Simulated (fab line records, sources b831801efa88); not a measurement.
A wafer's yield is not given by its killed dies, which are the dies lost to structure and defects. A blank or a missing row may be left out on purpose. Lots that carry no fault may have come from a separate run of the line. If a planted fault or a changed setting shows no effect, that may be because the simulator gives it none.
What tool caused it? || flow sky130 || 12 lots with 36 wafers sampled at 3 steps, on a route of 708 steps

## WHAT EACH GAUGE READ, for each wafer
SKY_LDD_P_OVL_MEAS_08.
{"lot": "L075", "measured": "day 19 02:22", "on": "overlay-02", "LDD_P_OVL (nm)": "1.6 1.1 -0.4"}
{"lot": "L077", "measured": "day 19 20:35", "on": "overlay-02", "LDD_P_OVL (nm)": "1.3 0.5 0.8"}
{"lot": "L079", "measured": "day 21 00:33", "on": "overlay-02", "LDD_P_OVL (nm)": "3.9 2.0 2.2"}
{"lot": "L081", "measured": "day 21 21:58", "on": "overlay-01", "LDD_P_OVL (nm)": "1.7 1.8 0.7"}
{"lot": "L083", "measured": "day 22 14:10", "on": "overlay-02", "LDD_P_OVL (nm)": "-1.0 -1.5 -0.6"}
{"lot": "L085", "measured": "day 23 02:16", "on": "overlay-01", "LDD_P_OVL (nm)": "1.7 0.2 2.4"}
{"lot": "L087", "measured": "day 24 03:37", "on": "overlay-01", "LDD_P_OVL (nm)": "0.0 0.5 0.3"}
{"lot": "L089", "measured": "day 24 12:43", "on": "overlay-02", "LDD_P_OVL (nm)": "-0.6 0.2 -1.7"}
{"lot": "L091", "measured": "day 25 07:38", "on": "overlay-02", "LDD_P_OVL (nm)": "0.2 0.8 0.1"}
{"lot": "L093", "measured": "day 25 21:11", "on": "overlay-01", "LDD_P_OVL (nm)": "1.6 0.5 -0.6"}
{"lot": "L095", "measured": "day 26 16:44", "on": "overlay-02", "LDD_P_OVL (nm)": "-0.4 -0.9 -0.9"}
{"lot": "L097", "measured": "day 27 23:37", "on": "overlay-02", "LDD_P_OVL (nm)": "1.1 2.4 1.9"}

## EACH LOT AND THE TOOL THAT RAN IT (in order: tool; ch and the chambers of the sampled wafers; start)
{"lot": "L075", "SKY_FIELD_ISO_CMP_27": "cmp-02 ch 1,2,3, day 2 13:43", "SKY_VT_ADJUST_NCORE_STRIP_10": "plasma_asher-01 ch 0,1, day 8 13:49"}
{"lot": "L077", "SKY_FIELD_ISO_CMP_27": "cmp-01 ch 0,1,2, day 3 00:59", "SKY_VT_ADJUST_NCORE_STRIP_10": "plasma_asher-03 ch 0,1, day 9 06:34"}
{"lot": "L079", "SKY_FIELD_ISO_CMP_27": "cmp-02 ch 0,3, day 3 11:41", "SKY_VT_ADJUST_NCORE_STRIP_10": "plasma_asher-03 ch 0,1, day 10 01:30"}
{"lot": "L081", "SKY_FIELD_ISO_CMP_27": "cmp-02 ch 1,2, day 4 00:02", "SKY_VT_ADJUST_NCORE_STRIP_10": "plasma_asher-03 ch 0,1, day 10 17:39"}
{"lot": "L083", "SKY_FIELD_ISO_CMP_27": "cmp-02 ch 0,1,2, day 4 10:34", "SKY_VT_ADJUST_NCORE_STRIP_10": "plasma_asher-03 ch 0,1, day 11 07:11"}
{"lot": "L085", "SKY_FIELD_ISO_CMP_27": "cmp-01 ch 0,1,3, day 4 18:19", "SKY_VT_ADJUST_NCORE_STRIP_10": "plasma_asher-04 ch 0,1, day 11 16:42"}
{"lot": "L087", "SKY_FIELD_ISO_CMP_27": "cmp-02 ch 0,2, day 5 05:56", "SKY_VT_ADJUST_NCORE_STRIP_10": "plasma_asher-03 ch 0,1, day 12 12:52"}
{"lot": "L089", "SKY_FIELD_ISO_CMP_27": "cmp-01 ch 0,2, day 5 15:01", "SKY_VT_ADJUST_NCORE_STRIP_10": "plasma_asher-01 ch 0,1, day 13 00:17"}
{"lot": "L091", "SKY_FIELD_ISO_CMP_27": "cmp-02 ch 0,3, day 6 01:36", "SKY_VT_ADJUST_NCORE_STRIP_10": "plasma_asher-04 ch 1, day 13 14:51"}
{"lot": "L093", "SKY_FIELD_ISO_CMP_27": "cmp-01 ch 0,2, day 6 11:28", "SKY_VT_ADJUST_NCORE_STRIP_10": "plasma_asher-04 ch 0, day 14 04:21"}
{"lot": "L095", "SKY_FIELD_ISO_CMP_27": "cmp-01 ch 0,3, day 6 23:58", "SKY_VT_ADJUST_NCORE_STRIP_10": "plasma_asher-03 ch 0,1, day 14 21:09"}
{"lot": "L097", "SKY_FIELD_ISO_CMP_27": "cmp-01 ch 0,3, day 7 10:28", "SKY_VT_ADJUST_NCORE_STRIP_10": "plasma_asher-01 ch 0,1, day 15 12:18"}
- SKY_FIELD_ISO_CMP_27: polishes, stops on Si3N4, t overpolish 16 s, target thk 457.8 nm.
- SKY_VT_ADJUST_NCORE_STRIP_10: strips in O2/N2.

## THE ANSWER, worked out from the rows above alone
Rule: the usual values come from the lots themselves. Put in order of their means at a reading, lots are off if they are a third of the lots or fewer, leave a main group of 4 or more, and stand apart from it by a gap of 3 or more times the standard deviation of the main group's means; of several such gaps the widest counts. The tables above print the reading to a certain number of digits; a main group whose means all agree to those digits is not used. Also off: a lot with no number at a reading for which 4 or more lots have one. The other lots that the step has rows for count as sound.
No lot is off on any of the readings shown, so nothing can be concluded from this.

## WHAT THE SIMULATOR HAD PUT IN
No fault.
